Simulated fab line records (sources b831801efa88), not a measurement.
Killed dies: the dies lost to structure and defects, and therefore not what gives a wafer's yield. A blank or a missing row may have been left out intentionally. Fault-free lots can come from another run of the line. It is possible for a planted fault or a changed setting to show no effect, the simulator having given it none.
One fault seen from 2 desks || flow sky130 || every desk sees just its own numbers, and what lay behind them comes last

## TOOL OWNER'S DESK, plasma_asher-01
The tool's own readings at SKY_LDD_P_STRIP_10 (strips in O2/N2): means of the sampled wafers that have a number, for each lot that ran on this tool. The brackets show how far a lot's mean lies from the usual mean; more than 4 standard deviations puts the lot out of limits, marked OUT.
Columns: A = drypump_motor_current_A at SKY_LDD_P_STRIP_10, usual 5.4 A; B = oes_product_au at SKY_LDD_P_STRIP_10, usual 0.715 a.u.; C = strip_time_to_endpoint_s at SKY_LDD_P_STRIP_10, usual 14.32 s
{"lot": "L987", "first seen here": "day 19 07:32", "A": 5.7, "B": 0.716, "C": 14.36}
{"lot": "L989", "first seen here": "day 19 23:56", "A": 5.7, "B": 0.719, "C": 14.29}
{"lot": "L999", "first seen here": "day 23 12:09", "A": 5.7, "B": "0.939 (+52) OUT", "C": "-"}
{"lot": "L105", "first seen here": "day 25 18:38", "A": 6.1, "B": 0.713, "C": 14.30}
{"lot": "L106", "first seen here": "day 25 20:23", "A": 5.3, "B": 0.709, "C": 14.29}
This desk finds L999 out of limits, L999 being first, at day 23 12:09 (oes_product_au at SKY_LDD_P_STRIP_10). Within limits: L987, L989, L105, L106.

## METROLOGY DESK
Lot by lot, what the gauges showed, no matter which tool ran the lot: averages of those sampled wafers that carry a number. The brackets show how far a lot's mean lies from the usual mean; more than 4 standard deviations puts the lot out of limits, marked OUT.
Columns: A = SONOS_TUNNEL_TW at SKY_SONOS_TUNNEL_TW_MEAS_12, usual 198.7; B = POLY_GATE_CVD_03_THK at SKY_POLY_GATE_THK_MEAS_04, usual 75.6 nm; C = LDD_N_OVL at SKY_LDD_N_OVL_MEAS_07, usual -0.2 nm; D = LDD_HVN_TW at SKY_LDD_HVN_TW_MEAS_10, usual 1444
{"lot": "L987", "first seen here": "day 11 11:16", "A": 197.8, "B": 74.9, "C": 0.9, "D": 1416}
{"lot": "L989", "first seen here": "day 12 05:08", "A": 196.8, "B": 74.9, "C": 1.4, "D": 1422}
{"lot": "L991", "first seen here": "day 12 11:00", "A": 196.6, "B": 76.2, "C": 1.0, "D": 1420}
{"lot": "L992", "first seen here": "day 13 07:06", "A": 198.7, "B": 75.2, "C": 0.6, "D": 1419}
{"lot": "L997", "first seen here": "day 14 14:26", "A": 198.7, "B": 75.1, "C": 0.5, "D": 1464}
{"lot": "L999", "first seen here": "day 15 06:44", "A": 199.0, "B": 77.0, "C": -0.7, "D": "30 (-83) OUT"}
{"lot": "L103", "first seen here": "day 16 21:03", "A": 199.5, "B": 75.7, "C": -0.6, "D": 1456}
{"lot": "L105", "first seen here": "day 17 11:48", "A": 201.0, "B": 75.0, "C": -2.2, "D": 1449}
{"lot": "L106", "first seen here": "day 17 13:12", "A": 199.2, "B": 75.6, "C": -0.6, "D": 1423}
{"lot": "L107", "first seen here": "day 17 23:49", "A": 200.1, "B": 74.9, "C": -1.6, "D": 1464}
{"lot": "L108", "first seen here": "day 18 08:20", "A": 200.1, "B": 77.2, "C": 1.2, "D": 1453}
{"lot": "L109", "first seen here": "day 18 14:08", "A": 198.1, "B": 76.0, "C": -0.4, "D": 1441}
{"lot": "L110", "first seen here": "day 19 04:34", "A": 198.8, "B": 76.0, "C": -0.9, "D": 1461}
Finding of this desk: L999 out of limits, first seen on L999 at day 24 18:05 (LDD_HVN_TW at SKY_LDD_HVN_TW_MEAS_10). Within limits: L987, L989, L991, L992, L997, L103, L105, L106, L107, L108, L109, L110.

## BROUGHT TOGETHER
An alarm could have come from the tool owner's desk at day 23 12:09, on L999.
At day 24 18:05 the metrology desk could have sounded an alarm, on L999.
Every lot named ran SKY_LDD_P_STRIP_10 on plasma_asher-01.

## WHAT THE SIMULATOR HAD INSERTED
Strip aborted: plasma_asher-01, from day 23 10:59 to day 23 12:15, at SKY_LDD_P_STRIP_10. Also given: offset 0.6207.
Struck lots among those shown: L999.
Fault start to first reading out of limits, in hours, per desk: tool owner, 1; metrology, 31.
